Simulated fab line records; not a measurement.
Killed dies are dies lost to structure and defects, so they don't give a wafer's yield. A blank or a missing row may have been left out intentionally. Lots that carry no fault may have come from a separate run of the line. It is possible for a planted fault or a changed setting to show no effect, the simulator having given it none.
A single fault, viewed from 2 desks :: flow sky130 :: numbers are kept per desk, each desk with only its own; the story behind them comes last

## METROLOGY DESK
What the gauges read, lot by lot, whatever tool the lot ran on: means of the sampled wafers that have a number. If a lot's mean is further than 4 standard deviations from the usual mean, the lot is out of limits and carries the mark OUT (the distance appears in the brackets).
Columns: A = VIA2_W_RS at SKY_VIA2_RS_MEAS_22, usual 0.271 ohm/sq; B = VIA2_W_THK at SKY_VIA2_THK_MEAS_23, usual 414 nm
lot: L456
first seen here: day 37 23:25
A: 0.265
B: 427

lot: L457
first seen here: day 38 09:50
A: 0.268
B: 424

lot: L460
first seen here: day 39 10:40
A: 0.276
B: 403

lot: L467
first seen here: day 41 06:02
A: 0.273
B: 415

lot: L468
first seen here: day 41 07:40
A: 0.269
B: 408

lot: L469
first seen here: day 41 13:38
A: 0.272
B: 405
Result from this desk: across the 6 lots, nothing is out of limits.

## THE TOOL OWNER'S DESK: pvd-sputter-03
The tool's own readings at SKY_METAL3_SPUTTER_03 (material Ti, target thk 5 nm, time 3.3 s): means of the sampled wafers that have a number, for each lot that ran on this tool. If a lot's mean is further than 4 standard deviations from the usual mean, the lot is out of limits and carries the mark OUT (the distance appears in the brackets).
Columns: A = throttle-valve-pct at SKY_METAL3_SPUTTER_03, usual 29.9 %
lot: L460
first seen here: day 39 11:33
A: 29.9

lot: L468
first seen here: day 41 08:13
A: 30.2

lot: L469
first seen here: day 41 14:13
A: 30.3
Result from this desk: across the 3 lots, nothing is out of limits.

## ALL TOGETHER
From the metrology desk's view, nothing was out of limits.
Nothing out of limits was seen by the tool owner's desk.

## WHAT HAD BEEN PUT IN BY THE SIMULATOR
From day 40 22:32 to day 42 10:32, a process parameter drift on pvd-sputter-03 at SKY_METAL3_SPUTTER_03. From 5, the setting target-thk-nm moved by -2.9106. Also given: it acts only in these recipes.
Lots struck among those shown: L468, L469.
